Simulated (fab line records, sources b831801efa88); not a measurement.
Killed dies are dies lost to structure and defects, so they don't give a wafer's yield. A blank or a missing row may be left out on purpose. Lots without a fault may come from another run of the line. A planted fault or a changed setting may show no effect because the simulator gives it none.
Which tool did it? | flow sky130 | 15 lots, 45 wafers sampled, at 2 steps of a route of 708

WHAT THE GAUGES READ, wafer by wafer
SKY_LDD_LDN_TW_MEAS_13.
lot  | measured     | on            | LDD_LDN_TW
L869 | day 23 03:18 | film_metro-03 | 1469 1461 1472
L871 | day 23 20:29 | film_metro-02 | 1453 1454 1443
L873 | day 24 02:36 | film_metro-03 | 1468 1476 1473
L874 | day 25 01:11 | film_metro-04 | 1509 1505 1505
L880 | day 27 02:46 | film_metro-03 | 1345 1354 1340 1349 1342 1345
L881 | day 27 04:56 | film_metro-04 | 1378 1382 1376 1382 1374 1377
L882 | day 27 16:06 | film_metro-02 | 1335 1338 1337 1337 1343 1340
L884 | day 28 11:08 | film_metro-03 | 1479 1473 1473
L885 | day 28 20:38 | film_metro-03 | 1487 1473 1474
L886 | day 29 12:38 | film_metro-03 | 1474 1472 1476
L887 | day 29 13:02 | film_metro-02 | 1453 1452 1452
L888 | day 29 13:14 | film_metro-03 | 1479 1476 1474
L889 | day 29 19:18 | film_metro-03 | 1478 1480 1476
L891 | day 30 11:24 | film_metro-02 | 1460 1461 1454
L892 | day 30 23:18 | film_metro-02 | 1453 1449 1457

WHICH TOOL RAN EACH LOT (tool, then ch and the chambers of the sampled wafers, then the start)
lot  | SKY_LDD_LDN_IMPLANT_11
L869 | implanter-03 ch 0, day 23 03:03
L871 | implanter-01 ch 0, day 23 20:14
L873 | implanter-01 ch 0, day 24 02:22
L874 | implanter-04 ch 0, day 25 00:56
L880 | implanter-04, day 27 02:33
L881 | implanter-03, day 27 04:41
L882 | implanter-03, day 27 15:52
L884 | implanter-01 ch 0, day 28 10:53
L885 | implanter-03 ch 0, day 28 20:25
L886 | implanter-04 ch 0, day 29 12:23
L887 | implanter-01 ch 0, day 29 12:48
L888 | implanter-04 ch 0, day 29 12:59
L889 | implanter-01 ch 0, day 29 19:05
L891 | implanter-03 ch 0, day 30 11:09
L892 | implanter-04 ch 0, day 30 23:04
- SKY_LDD_LDN_IMPLANT_11

WHAT THE TOOLS THEMSELVES READ (means of the sampled wafers that have a number; where no wafer has one, the mark that the record gives instead)
SKY_LDD_LDN_IMPLANT_11.
lot  | tool         | beam_energy_keV | beam_on_s (s)
L869 | implanter-03 | 15.003          | 9.92
L871 | implanter-01 | 14.994          | 9.95
L873 | implanter-01 | 15.000          | 9.77
L874 | implanter-04 | 15.004          | 10.14
L880 | implanter-04 | -               | -
L881 | implanter-03 | -               | -
L882 | implanter-03 | -               | -
L884 | implanter-01 | 14.992          | 9.94
L885 | implanter-03 | 14.999          | 10.18
L886 | implanter-04 | 14.997          | 10.11
L887 | implanter-01 | 14.997          | 9.88
L888 | implanter-04 | 14.999          | 9.82
L889 | implanter-01 | 15.005          | 10.06
L891 | implanter-03 | 15.002          | 9.81
L892 | implanter-04 | 14.993          | 10.14

THE ANSWER, worked out from the rows above alone
Rule: what is usual is taken from the lots themselves. Put in order of their means at a reading, lots are off if they are a third of the lots or fewer, leave a main group of 4 or more, and stand apart from it by a gap of 3 or more times the standard deviation of the main group's means; of several such gaps the widest counts. A main group whose means are all the same, to the digits that the tables above print for the reading, isn't used. A lot without any number at a reading at which 4 lots or more have one is off too. The other lots that the step has rows for count as sound. The gauges are gone through in route order, then the tools' own readings, and for those a lot's mean is taken as printed above. The first step at which some lot is off is used, and at that step the reading that is off furthest; a lot without a number counts as furthest.
Off: L880, L881, L882, at SKY_LDD_LDN_TW_MEAS_13 (LDD_LDN_TW). The main group: mean 1470, standard deviation 15.
A tool fits if, at a process step before that reading, it ran every lot that is off, and no sound lot after the first of them. The gauges at SKY_LDD_LDN_TW_MEAS_13 aren't tried: what is off there is off at SKY_LDD_LDN_IMPLANT_11 too, on other tools, and a gauge's error can't cause that. None of those tried fits.

WHAT THE SIMULATOR HAD PUT IN
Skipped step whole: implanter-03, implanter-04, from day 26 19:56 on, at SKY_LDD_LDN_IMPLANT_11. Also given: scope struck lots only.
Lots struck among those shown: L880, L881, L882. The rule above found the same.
